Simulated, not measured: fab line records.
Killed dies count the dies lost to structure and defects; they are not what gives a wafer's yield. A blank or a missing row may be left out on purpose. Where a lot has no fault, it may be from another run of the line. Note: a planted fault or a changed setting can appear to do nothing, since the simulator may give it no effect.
fab line records | flow sky130
[record] lots = 5 | wafers = 15 | last-day = 49
route steps=708 shown LDD_LDN@292 SPACER@304 POLY_CUT@307 SD_P@320 RES_XHIGH@332 SALICIDE@361 PAD_OPEN@708
lots that met no fault: taken from a fault-free run of the same line
start-h: the number of hours between the record's first day and the start of the first shown wafer of the lot | wait-h: time in hours since the lot's previous step | " unchanged from the row above | L1.1+2: one row covering several wafers at once | - value missing, or start not given | * or withheld: withheld | < > ~ a bound
route shown NAME@n: names a module that has steps shown in the file, with the first one's number in the route | usual: mean/standard deviation of fault-free wafers | same: alike in all rows | chamber/n: place in a boat | sites: readings site by site | _std_site: their standard deviation | _edge_site: the outer-site mean with the inner-site mean subtracted | radius-mm: how far each site lies from the wafer's centre | mask NAME#n: copy n | behind: tool/chamber where the wafer was last shaped | hold: what put the lot on hold/how long, in hours/how the hold closed | device: the n, p or np transistor that did not switch | end of line: tests run on the same wafers once the route is complete | a step given without rows: its recipe and nothing more | killed: dies lost to structure and defects at the first sort, not the wafer's yield | map: a wafer's dies, marking killed ones x, the rest . and places with no die _
set.NAME: the run value of the setting; set.NAME@STEP: its run value at that earlier step | model.NAME: the simulator's own value behind a step, which no gauge read
lots at selected steps of the route; one table per step, one row per wafer
services: a tool's chamber out of use, with start hour (start-h, from the record's first day; less than 0 if before it), hours out, and reason
[[steps]]
[step SKY_LDD_LDN_SOFTBAKE_03]
[recipe] temp-c = 90 | time-s = 60 | resist = NOVOLAK
[step SKY_LDD_LDN_EXPOSE_04]
[recipe] mask-id = LDNTM | na = 0.6 | source-shape = conventional | sigma-outer = 0.6 | polarization = unpolarized | target-cd-nm = 700 | dose-mj = 140
[step SKY_LDD_LDN_PEB_05]
[recipe] temp-c = withheld | time-s = * | resist = NOVOLAK
[step SKY_LDD_LDN_DEVELOP_06]
[recipe] resist = NOVOLAK | developer = TMAH | develop-time-s = 60 | dev-temp-c = 23
[step SKY_LDD_LDN_IMPLANT_08]
[recipe] species = As | energy-kev = 15 | dose-cm2 = 1.25e+13 | tilt-deg = withheld | rotation-deg = 23
[step SKY_LDD_LDN_IMPLANT_09]
[recipe] species = As | energy-kev = 15 | dose-cm2 = 1.25e+13 | tilt-deg = withheld | rotation-deg = 113
[step SKY_LDD_LDN_IMPLANT_10]
[recipe] species = As | energy-kev = 15 | dose-cm2 = 1.276e+13 | tilt-deg = withheld | rotation-deg = 203
[step SKY_LDD_LDN_IMPLANT_11]
[recipe] species = As | energy-kev = 15 | dose-cm2 = 1.25e+13 | tilt-deg = withheld | rotation-deg = 293
[step SKY_LDD_LDN_STRIP_12]
[recipe] chemistry = O2/N2 | power-w = 1400 | pressure-mtorr = 1500 | platen-temp-c = withheld | o2-flow-sccm = 3000 | n2-flow-sccm = 300 | overash-fraction = 0.5
[step SKY_LDD_LDN_CLEAN_14]
[recipe] chemistry = SC1/SC2 | mix = 1:4:20 | temp-c = 70 | time-s = 150 | dry = n2-spin
[step SKY_SPACER_CVD_00]
[recipe] material = Si3N4 | precursor = DCS/NH3 | target-thk-nm = 43.1 | temp-c = 770 | time-s = 740 | pressure-mtorr = 250
[usual] spike-tc-bottom-C = 791.3/1.5 | spike-tc-centre-C = 771.2/1.4 | spike-tc-lower-C = 770.0/1.4 | spike-tc-top-C = 785.0/1.4 | spike-tc-upper-C = 769.8/0.98 | susceptor-temp-C = 769.95/0.3
lot.wafer | tool     | chamber | start-h | wait-h | spike-tc-bottom-C | spike-tc-centre-C | spike-tc-lower-C | spike-tc-top-C | spike-tc-upper-C | susceptor-temp-C | model.Si3N4_of_SPACER_CVD_00.thk-nm
L110.3    | lpcvd-02 | 1       | 548.55  | 0.0    | 791.1             | 770.5             | 772.5            | 784.3          | 769.1            | 769.26           | 43.06
L110.4    | "        | 1       | "       | "      | 793.9             | 769.7             | 770.5            | 783.0          | 770.5            | 770.04           | 42.78
L110.6    | "        | 1       | "       | "      | 792.8             | 770.7             | 771.7            | 786.4          | 769.5            | 769.74           | 42.59
L111.2    | lpcvd-02 | 0       | 556.19  | 0.0    | 791.3             | 769.3             | 768.0            | 785.6          | 769.1            | 769.81           | 43.09
L111.3    | "        | 0       | "       | "      | 789.5             | 771.9             | 767.4            | 785.3          | 768.6            | 769.73           | 43.04
L111.4    | "        | 0       | "       | "      | 790.6             | 769.7             | 768.8            | 785.8          | 769.1            | 769.90           | 43.29
L124.2    | lpcvd-02 | 0       | 683.28  | 0.0    | 795.0             | 774.6             | 775.3            | 792.6          | 775.7            | 775.24           | 47.02
L124.4    | "        | 0       | "       | "      | 795.4             | 776.6             | 775.6            | 790.7          | 773.9            | 775.31           | 47.4
L124.5    | "        | 0       | "       | "      | 795.1             | 774.8             | 773.3            | 791.0          | 774.5            | 775.27           | 47.32
L125.3    | lpcvd-02 | 1       | 684.78  | 0.0    | 797.5             | 776.2             | 776.5            | 787.8          | 775.5            | 775.21           | 47.89
L125.4    | "        | 1       | "       | "      | 797.4             | 778.4             | 776.0            | 789.0          | 775.8            | 774.90           | 47.86
L125.5    | "        | 1       | "       | "      | 797.5             | 776.1             | 775.9            | 789.3          | 776.9            | 774.70           | 47.82
L126.4    | lpcvd-02 | 0       | 693.43  | 0.0    | 795.9             | 774.5             | 774.4            | 792.4          | 776.3            | 775.12           | 47.7
L126.5    | "        | 0       | "       | "      | 794.8             | 775.4             | 773.7            | 791.0          | 774.0            | 774.36           | 48.15
L126.6    | "        | 0       | "       | "      | 793.3             | 774.0             | 772.6            | 791.4          | 774.1            | 774.54           | 47.25
[step SKY_SPACER_THK_MEAS_01]
[recipe] reads = Si3N4_of_SPACER_CVD_00
[usual] SPACER_CVD_00_THK = 43.3/0.45
lot.wafer | tool          | chamber | start-h | wait-h | hold                     | SPACER_CVD_00_THK[nm]
L110.3    | film-metro-03 | -       | 549.78  | 0.0    | -                        | 43.1
L110.4    | "             | -       | "       | "      | -                        | 42.8
L110.6    | "             | -       | "       | "      | -                        | 42.6
L111.2    | film-metro-04 | -       | 557.41  | 0.0    | -                        | 43.1
L111.3    | "             | -       | "       | "      | -                        | 43.0
L111.4    | "             | -       | "       | "      | -                        | 43.3
L124.2    | film-metro-04 | -       | 684.50  | 0.0    | await-dispo/0.2h/release | 47.0
L124.4    | "             | -       | "       | "      | await-dispo/0.2h/release | 47.4
L124.5    | "             | -       | "       | "      | await-dispo/0.2h/release | 47.3
L124.2    | film-metro-04 | -       | 684.73  | 0.2    | -                        | 47.1
L124.4    | "             | -       | "       | "      | -                        | 47.4
L124.5    | "             | -       | "       | "      | -                        | 47.3
L125.3    | film-metro-03 | -       | 686.01  | 0.0    | await-dispo/0.2h/release | 47.9
L125.4    | "             | -       | "       | "      | await-dispo/0.2h/release | 47.9
L125.5    | "             | -       | "       | "      | await-dispo/0.2h/release | 47.8
L125.3    | film-metro-03 | -       | 686.24  | 0.2    | -                        | 47.9
L125.4    | "             | -       | "       | "      | -                        | 47.9
L125.5    | "             | -       | "       | "      | -                        | 47.8
L126.4    | film-metro-04 | -       | 694.67  | 0.0    | await-dispo/0.2h/release | 47.7
L126.5    | "             | -       | "       | "      | await-dispo/0.2h/release | 48.2
L126.6    | "             | -       | "       | "      | await-dispo/0.2h/release | 47.3
L126.4    | film-metro-04 | -       | 694.97  | 0.3    | -                        | 47.7
L126.5    | "             | -       | "       | "      | -                        | 48.1
L126.6    | "             | -       | "       | "      | -                        | 47.3
[step SKY_SPACER_ETCHBACK_02]
[recipe] chemistry = CH3F/O2 | target = Si3N4 | stop-on = SiO2 | source-w = 400 | bias-w = 80 | pressure-mtorr = 25 | ch3f-flow-sccm = 40 | O2_flow_sccm = 30 | time-s = 46.7 | target-depth-a = 450
[usual] O2_flow_sccm = 30.01/0.095 | bias-w = 80.02/0.25 | drypump-motor-current-A = 5.6/0.57 | oes-product-au = 0.857/0.007 | throttle-valve-pct = 10.562/0.0091
lot.wafer | tool        | chamber | start-h | wait-h | hold                      | O2_flow_sccm | bias-w | drypump-motor-current-A | oes-product-au | rf-hours-counter-h | throttle-valve-pct | model.etch.depth-nm
L110.3    | rie-diel-02 | 1       | 549.82  | 0.0    | -                         | 29.99        | 79.95  | 6.1                     | 0.856          | 68                 | 10.557             | 43.06
L110.4    | "           | 0       | "       | "      | -                         | 30.01        | 80.34  | 6.0                     | 0.850          | -                  | 10.562             | 42.78
L110.6    | "           | 1       | "       | "      | -                         | 30.00        | 80.05  | 6.1                     | 0.846          | -                  | 10.559             | 42.59
L111.2    | rie-diel-04 | 0       | 557.46  | 0.0    | -                         | 30.14        | 80.27  | 6.6                     | 0.860          | 67                 | 10.541             | 43.09
L111.3    | "           | 3       | "       | "      | -                         | 29.92        | 79.91  | 5.9                     | 0.854          | 44                 | 10.551             | 43.04
L111.4    | "           | 1       | "       | "      | -                         | 29.92        | 80.18  | 5.2                     | 0.850          | -                  | 10.541             | 43.29
L125.3    | rie-diel-01 | 3       | 689.39  | 3.1    | await-dispo/3.1h/release  | 29.94        | 79.84  | 4.8                     | 0.907          | 2                  | 10.580             | 47.89
L125.4    | "           | 1       | "       | "      | await-dispo/3.1h/release  | 30.01        | 79.98  | 5.7                     | 0.900          | 37                 | 10.568             | 47.86
L125.5    | "           | 2       | "       | "      | await-dispo/3.1h/release  | 29.97        | 80.21  | 5.4                     | 0.911          | -                  | 10.580             | 47.82
L124.2    | rie-diel-01 | 1       | 690.29  | 5.6    | await-dispo/5.5h/release  | 30.09        | 80.09  | 5.7                     | 0.898          | 37                 | 10.578             | 47.02
L124.4    | "           | 0       | "       | "      | await-dispo/5.5h/release  | 30.08        | 80.20  | 6.3                     | 0.897          | 19                 | 10.586             | 47.4
L124.5    | "           | 3       | "       | "      | await-dispo/5.5h/release  | 29.99        | 80.01  | 4.8                     | 0.896          | -                  | 10.575             | 47.32
L126.4    | rie-diel-02 | 3       | 726.79  | 31.8   | await-dispo/12.1h/release | 29.90        | 80.08  | 5.4                     | 0.909          | 2                  | 10.571             | 47.7
L126.5    | "           | 2       | "       | "      | await-dispo/12.1h/release | 29.98        | 79.92  | 5.4                     | 0.908          | -                  | 10.582             | 48.15
L126.6    | "           | 1       | "       | "      | await-dispo/12.1h/release | 30.00        | 80.48  | 6.1                     | 0.896          | -                  | 10.570             | 47.25
[step SKY_POLY_CUT_DEHYDRATE_00]
[recipe] temp-c = 200 | time-s = 60
[step SKY_POLY_CUT_HMDS_01]
[recipe] prime-time-s = 60 | prime-temp-c = 120
[step SKY_POLY_CUT_COAT_02]
[recipe] resist = BARC | temp-c = withheld | time-s = withheld | spin-rpm = 3046 | resist-thk-nm = 60
[step SKY_POLY_CUT_COAT_03]
[recipe] resist = KrF-thick | spin-rpm = 3000 | resist-thk-nm = 450
[step SKY_POLY_CUT_SOFTBAKE_04]
[recipe] temp-c = 100 | time-s = 90 | resist = KrF-thick
[step SKY_POLY_CUT_EXPOSE_05]
[recipe] mask-id = NPCM | na = 0.8 | source-shape = annular | sigma-inner = 0.55 | sigma-outer = 0.85 | target-cd-nm = 270 | dose-mj = 32
[step SKY_POLY_CUT_PEB_06]
[recipe] peb-temp-c = withheld | peb-time-s = withheld | resist = KrF-thick
[step SKY_POLY_CUT_DEVELOP_07]
[recipe] develop-time-s = 60 | resist = KrF-thick | dev-temp-c = 21
[step SKY_POLY_CUT_ETCH_10]
[recipe] chemistry = N2/H2 | target = BARC | ion-energy-ev = 200 | source-w = 500 | bias-w = 100 | pressure-mtorr = 30 | n2-flow-sccm = 100 | h2-flow-sccm = 200 | stop-on = SiO2 | time-s = 45.9 | target-depth-a = 600
[step SKY_POLY_CUT_ETCH_11]
[recipe] target = Si3N4 | chemistry = CF4/CH2F2/Ar | stop-on = poly-Si | source-w = 600 | bias-w = 150 | pressure-mtorr = 40 | cf4-flow-sccm = 40 | ch2f2-flow-sccm = 20 | Ar_flow_sccm = 150 | time-s = 42.5 | target-depth-a = 600
[step SKY_POLY_CUT_STRIP_12]
[recipe] chemistry = O2/N2 | power-w = 1400 | pressure-mtorr = 1500 | platen-temp-c = withheld | o2-flow-sccm = 3000 | n2-flow-sccm = 300 | overash-fraction = 0.5
[step SKY_SD_P_DEHYDRATE_00]
[recipe] temp-c = 200 | time-s = 60
[step SKY_SD_P_HMDS_01]
[recipe] prime-time-s = 60 | prime-temp-c = 120
[step SKY_SD_P_COAT_02]
[recipe] resist = NOVOLAK | spin-rpm = 3000 | resist-thk-nm = 1140
[step SKY_SD_P_SOFTBAKE_03]
[recipe] temp-c = 90 | time-s = 60 | resist = NOVOLAK
[step SKY_SD_P_EXPOSE_04]
[recipe] mask-id = PSDM | na = 0.6 | source-shape = conventional | sigma-outer = 0.6 | polarization = unpolarized | target-cd-nm = 380 | dose-mj = 138
[step SKY_SD_P_PEB_05]
[recipe] temp-c = withheld | time-s = * | resist = NOVOLAK
[step SKY_SD_P_DEVELOP_06]
[recipe] resist = NOVOLAK | developer = TMAH | develop-time-s = 60 | dev-temp-c = 23
[step SKY_SD_P_IMPLANT_09]
[recipe] species = BF2 | energy-kev = 20 | dose-cm2 = 3e+15 | tilt-deg = 0
[step SKY_SD_P_STRIP_10]
[recipe] chemistry = O2/N2 | power-w = 1400 | pressure-mtorr = 1500 | platen-temp-c = withheld | o2-flow-sccm = 3000 | n2-flow-sccm = 300 | overash-fraction = 0.5
[step SKY_RES_XHIGH_DEHYDRATE_00]
[recipe] temp-c = 200 | time-s = 60
[step SKY_RES_XHIGH_HMDS_01]
[recipe] prime-time-s = 60 | prime-temp-c = 120
[step SKY_SALICIDE_CLEAN_00]
[recipe] chemistry = HF-last | time-s = 30 | dilution = 100:1 | dry = ipa-marangoni
lot.wafer | tool         | chamber | start-h | wait-h | model.Si3N4_of_SPACER_CVD_00.thk-nm
L110.3    | wet-bench-01 | 1       | 666.34  | 0.1    | 42.08
L110.4    | "            | 1       | "       | "      | 41.81
L110.6    | "            | 1       | "       | "      | 41.61
L111.2    | wet-bench-04 | 0       | 676.11  | 0.1    | 42.08
L111.3    | "            | 0       | "       | "      | 42.05
L111.4    | "            | 0       | "       | "      | 42.29
L124.2    | wet-bench-01 | 2       | 796.19  | 0.1    | 46.03
L124.4    | "            | 2       | "       | "      | 46.41
L124.5    | "            | 2       | "       | "      | 46.33
L125.3    | wet-bench-04 | 2       | 797.83  | 0.1    | 46.91
L125.4    | "            | 2       | "       | "      | 46.88
L125.5    | "            | 2       | "       | "      | 46.84
L126.4    | wet-bench-01 | 0       | 805.44  | 0.0    | 46.72
L126.5    | "            | 0       | "       | "      | 47.17
L126.6    | "            | 0       | "       | "      | 46.28
[step SKY_PAD_OPEN_PROBE_99]
[usual] killed_at_M0_to_M3 = 42/6.7 | killed_at_M4_up = 3.4/2 | killed-at-contacts = 24/5.1 | killed-at-front-end = 14/4.2 | killed-at-other = 0.2/0.49 | killed-dies = 84/8.4 | killed-open = 46/7 | killed-short = 39/5.8
[same] gross-dies = 492 | killed-at-back-side = 0
lot.wafer | tool      | chamber | start-h | wait-h | killed_at_M0_to_M3 | killed_at_M4_up | killed-at-contacts | killed-at-front-end | killed-at-other | killed-dies | killed-open | killed-short | model.etest.pfet_01v8.r-on-ohm-um | model.etest.sonos-uncharged.r-on-ohm-um | model.etest.pfet_01v8.drive-ua-um | model.etest.pfet_01v8_hvt.drive-ua-um | model.etest.sram-pfet-latch.drive-ua-um | model.etest.pfet_01v8_mvt.drive-ua-um | model.etest.pfet_01v8.off-log10-a-um | model.etest.sram-pfet-latch.off-log10-a-um
L110.3    | prober-02 | -       | 1094.01 | 0.2    | 37                 | 1               | 29                 | 20                  | 0               | 87          | 40          | 47           | 2976                              | 819.5                                   | 187                               | 137.7                                 | 133.3                                   | 150.8                                 | -9.72                                | -13.08
L110.4    | prober-02 | -       | 1094.06 | 0.2    | 37                 | 2               | 24                 | 18                  | 0               | 81          | 49          | 32           | 2948                              | 812.4                                   | 187.6                             | 139.5                                 | 135                                     | 151.6                                 | -9.784                               | -12.76
L110.6    | prober-02 | -       | 1094.16 | 0.2    | 45                 | 4               | 24                 | 19                  | 0               | 92          | 51          | 41           | 2906                              | 799.1                                   | 191.5                             | 142                                   | 148.1                                   | 153.7                                 | -9.508                               | -12.38
L111.2    | prober-01 | -       | 1096.87 | 0.1    | 36                 | 2               | 23                 | 15                  | 0               | 76          | 34          | 42           | 2980                              | 808.5                                   | 186.2                             | 139.1                                 | 139.8                                   | 148.1                                 | -10.31                               | -13.06
L111.3    | prober-01 | -       | 1096.92 | 0.2    | 41                 | 1               | 26                 | 14                  | 1               | 83          | 57          | 26           | 2866                              | 808.1                                   | 195.6                             | 143.4                                 | 143                                     | 152.9                                 | -9.87                                | -12.84
L111.4    | prober-01 | -       | 1096.97 | 0.2    | 45                 | 4               | 22                 | 14                  | 1               | 86          | 45          | 41           | 2953                              | 807.5                                   | 189.6                             | 142.4                                 | 144.7                                   | 149.5                                 | -10.23                               | -12.67
L124.2    | prober-02 | -       | 1181.86 | 0.1    | 37                 | 5               | 24                 | 7                   | 0               | 73          | 41          | 32           | 2959                              | 825.5                                   | 189.4                             | 141.5                                 | 140.3                                   | 150.1                                 | -10.1                                | -13.16
L124.4    | prober-02 | -       | 1181.96 | 0.2    | 43                 | 2               | 16                 | 18                  | 0               | 79          | 40          | 39           | 2990                              | 833.6                                   | 183.9                             | 138.8                                 | 133                                     | 147.8                                 | -10.19                               | -13.36
L124.5    | prober-02 | -       | 1182.01 | 0.2    | 24                 | 8               | 19                 | 17                  | 2               | 70          | 28          | 42           | 3055                              | 832.3                                   | 182.4                             | 134.4                                 | 135.2                                   | 145.8                                 | -10.31                               | -13.2
L125.3    | prober-01 | -       | 1183.86 | 0.2    | 47                 | 3               | 20                 | 25                  | 1               | 96          | 58          | 38           | 3119                              | 830.7                                   | 178                               | 129.7                                 | 127.9                                   | 143.2                                 | -10.69                               | -13.42
L125.4    | prober-01 | -       | 1183.91 | 0.2    | 46                 | 3               | 19                 | 12                  | 0               | 80          | 43          | 37           | 3024                              | 823.6                                   | 182                               | 136.7                                 | 129.9                                   | 148.7                                 | -10.21                               | -13.17
L125.5    | prober-01 | -       | 1183.96 | 0.2    | 41                 | 3               | 25                 | 18                  | 0               | 87          | 47          | 40           | 3049                              | 821.9                                   | 178.8                             | 135.1                                 | 135                                     | 145.2                                 | -10.55                               | -13.23
L126.4    | prober-02 | -       | 1187.40 | 0.2    | 45                 | 5               | 24                 | 11                  | 0               | 85          | 50          | 35           | 3079                              | 824.9                                   | 181.4                             | 133.7                                 | 136.2                                   | 146.1                                 | -9.771                               | -12.77
L126.5    | prober-02 | -       | 1187.45 | 0.2    | 38                 | 6               | 28                 | 16                  | 1               | 89          | 45          | 44           | 3140                              | 852.7                                   | 176.8                             | 132                                   | 132.3                                   | 143.4                                 | -10.36                               | -13.01
L126.6    | prober-02 | -       | 1187.50 | 0.2    | 29                 | 1               | 27                 | 16                  | 0               | 73          | 40          | 33           | 3056                              | 835.9                                   | 183.6                             | 136.5                                 | 136.3                                   | 145.9                                 | -9.873                               | -12.88
// killed by level:class
L110.3 METAL1:geometric-particle:short=8 CONTACT:geometric-particle:open=7 VIA1:geometric-particle:open=7 FIELD_ISO:geometric-particle:short=6 LI_CONTACT:geometric-particle:open=6 LOCAL_INTERCONNECT:geometric-particle:short=6 VIA3:geometric-particle:open=6 VIA1:geometric-particle:short=6
L110.4 VIA1:geometric-particle:open=10 CONTACT:geometric-particle:open=9 LI_CONTACT:geometric-particle:open=8 POLY_GATE:geometric-particle:open=7 METAL2:geometric-particle:short=6 METAL1:geometric-particle:short=5 LI_CONTACT:geometric-particle:short=4 VIA3:geometric-particle:open=4
L110.6 VIA1:geometric-particle:open=13 CONTACT:geometric-particle:open=11 POLY_GATE:geometric-particle:short=6 FIELD_ISO:geometric-particle:open=5 LOCAL_INTERCONNECT:geometric-particle:short=5 METAL1:geometric-particle:short=5 VIA2:geometric-particle:short=5 METAL2:geometric-particle:open=5
L111.2 METAL2:geometric-particle:short=8 VIA3:geometric-particle:open=8 CONTACT:geometric-particle:short=8 VIA1:geometric-particle:open=6 LI_CONTACT:geometric-particle:short=6 POLY_GATE:geometric-particle:short=5 LI_CONTACT:geometric-particle:open=5 VIA2:geometric-particle:open=4
L111.3 CONTACT:geometric-particle:open=10 LI_CONTACT:geometric-particle:open=8 VIA3:geometric-particle:open=8 VIA1:geometric-particle:open=7 VIA2:geometric-particle:open=7 POLY_GATE:geometric-particle:open=6 METAL2:geometric-particle:short=5 VIA1:geometric-particle:short=4
L111.4 VIA1:geometric-particle:open=12 VIA3:geometric-particle:open=10 CONTACT:geometric-particle:open=9 METAL2:geometric-particle:short=8 POLY_GATE:geometric-particle:short=6 FIELD_ISO:geometric-particle:open=4 LOCAL_INTERCONNECT:geometric-particle:short=4 METAL1:geometric-particle:short=4
L124.2 CONTACT:geometric-particle:open=9 VIA2:geometric-particle:open=8 CONTACT:geometric-particle:short=7 METAL2:geometric-particle:short=7 VIA1:geometric-particle:open=6 LI_CONTACT:geometric-particle:open=5 VIA3:geometric-particle:open=4 POLY_GATE:geometric-particle:short=3
L124.4 VIA1:geometric-particle:open=8 VIA3:geometric-particle:open=8 METAL1:geometric-particle:short=7 METAL2:geometric-particle:short=7 FIELD_ISO:geometric-particle:short=6 POLY_GATE:geometric-particle:open=5 CONTACT:geometric-particle:open=4 VIA2:geometric-particle:open=4
L124.5 VIA1:geometric-particle:open=8 FIELD_ISO:geometric-particle:short=7 METAL4:geometric-particle:short=5 CONTACT:geometric-particle:short=4 CONTACT:geometric-particle:open=4 FIELD_ISO:geometric-particle:open=3 POLY_GATE:geometric-particle:short=3 VIA3:geometric-particle:open=3
L125.3 VIA1:geometric-particle:open=12 METAL1:geometric-particle:short=10 LI_CONTACT:geometric-particle:open=9 CONTACT:geometric-particle:open=7 VIA1:geometric-particle:short=6 METAL2:geometric-particle:short=6 FIELD_ISO:geometric-particle:open=5 POLY_GATE:geometric-particle:open=5
L125.4 VIA3:geometric-particle:open=8 VIA2:geometric-particle:open=7 VIA1:geometric-particle:open=7 METAL2:geometric-particle:short=5 POLY_GATE:geometric-particle:open=4 LI_CONTACT:geometric-particle:short=4 LI_CONTACT:geometric-particle:open=4 LOCAL_INTERCONNECT:geometric-particle:short=4
L125.5 CONTACT:geometric-particle:open=8 VIA3:geometric-particle:open=7 LI_CONTACT:geometric-particle:open=7 METAL1:geometric-particle:short=6 METAL2:geometric-particle:short=6 VIA2:geometric-particle:open=6 FIELD_ISO:geometric-particle:open=5 CONTACT:geometric-particle:short=5
L126.4 VIA1:geometric-particle:open=10 CONTACT:geometric-particle:open=8 VIA3:geometric-particle:open=8 LI_CONTACT:geometric-particle:open=7 VIA2:geometric-particle:open=6 VIA1:geometric-particle:short=6 METAL2:geometric-particle:short=6 METAL4:geometric-particle:short=4
L126.5 CONTACT:geometric-particle:short=9 CONTACT:geometric-particle:open=7 VIA3:geometric-particle:open=7 FIELD_ISO:geometric-particle:open=6 VIA2:geometric-particle:open=6 METAL4:geometric-particle:short=6 LI_CONTACT:geometric-particle:open=5 VIA1:geometric-particle:open=5
L126.6 VIA1:geometric-particle:open=8 LI_CONTACT:geometric-particle:open=8 CONTACT:geometric-particle:open=8 CONTACT:geometric-particle:short=6 POLY_GATE:geometric-particle:short=5 LI_CONTACT:geometric-particle:short=5 VIA1:geometric-particle:short=5 FIELD_ISO:geometric-particle:open=4
[[services]]
tool         | chamber | start-h | hours | kind
rie-diel-02  | 1       | 527.19  | 5.1   | repair
rie-diel-01  | -       | 528.40  | 0.6   | repair
rie-diel-02  | 3       | 537.01  | -     | clean
rie-diel-02  | 3       | 537.01  | 22.1  | scheduled-down
rie-diel-02  | 3       | 537.01  | 22.1  | vent-cycle
rie-diel-01  | -       | 538.12  | 2.8   | pm
rie-diel-04  | 2       | 555.67  | 10.1  | repair
rie-diel-01  | -       | 569.51  | 0.1   | repair
rie-diel-02  | -       | 576.39  | 4.3   | pm
lpcvd-02     | -       | 577.40  | 1.2   | repair
rie-diel-02  | 1       | 600.05  | 9.9   | repair
lpcvd-02     | -       | 623.49  | 2.9   | repair
lpcvd-02     | -       | 629.00  | 1.6   | repair
rie-diel-02  | 0       | 633.68  | 8.9   | repair
rie-diel-02  | 2       | 635.00  | 5.5   | repair
rie-diel-01  | -       | 649.86  | 4.0   | pm
wet-bench-04 | -       | 653.40  | 1.0   | repair
rie-diel-01  | 1       | 663.88  | 8.2   | repair
rie-diel-02  | -       | 664.75  | 15.6  | pm
rie-diel-01  | 1       | 674.18  | 4.7   | repair
rie-diel-02  | -       | 698.69  | 28.1  | pm
wet-bench-01 | -       | 704.49  | 2.2   | repair
rie-diel-01  | 2       | 768.62  | 2.8   | repair
rie-diel-04  | 2       | 790.60  | 3.1   | repair
[[key]]
[first-sign] step = SKY_SPACER_CVD_00 | reading = susceptor-temp-C | direction = up | sigmas = 17 | usual = * | struck = *
[effect] step = SKY_SPACER_CVD_00 | reading = spike-tc-upper-C | direction = up | sigmas = 5.5 | usual = 769.8 | struck = 775.2
[effect] step = SKY_SPACER_THK_MEAS_01 | reading = visit | direction = added
[effect] step = SKY_SPACER_THK_MEAS_01 | reading = SPACER_CVD_00_THK | direction = up | sigmas = 9.7 | usual = 43.3 | struck = 47.6
[effect] step = SKY_SPACER_ETCHBACK_02 | reading = oes-product-au | direction = up | sigmas = 6.5 | usual = 0.857 | struck = 0.902
[model-effect] step = SKY_SPACER_CVD_00 | value = Si3N4_of_SPACER_CVD_00.thk-nm | without = 43.31 | struck = 47.6
[model-effect] step = SKY_SPACER_ETCHBACK_02 | value = etch.depth-nm | without = 43.31 | struck = 47.6
[model-effect] step = SKY_SALICIDE_CLEAN_00 | value = Si3N4_of_SPACER_CVD_00.thk-nm | without = 42.32 | struck = 46.62
[model-effect] step = SKY_PAD_OPEN_PROBE_99 | value = etest.pfet_01v8.r-on-ohm-um | without = 2913 | struck = 3052
met-at SKY_SPACER_CVD_00
struck-wafers L124.2,L124.4,L124.5,L125.3,L125.4,L125.5,L126.4,L126.5,L126.6
tester-left-out L124,L125,L126
onset-between 556.19 683.28
[fault] kind = process-parameter-drift | tool = lpcvd-02 | chamber = - | onset-h = 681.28 | steps = SKY_SPACER_CVD_00 | channel = temp-c | offset = * | shape = step | end-h = 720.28 | acts-in = * | stated = *
// tester-left-out: of these lots the tester's yield and bins aren't shown, on N5 and GAA mostly nor the transistor test; their killed dies are dies lost to structure and defects alone, not to doping, threshold or leakage, so they don't give the yield
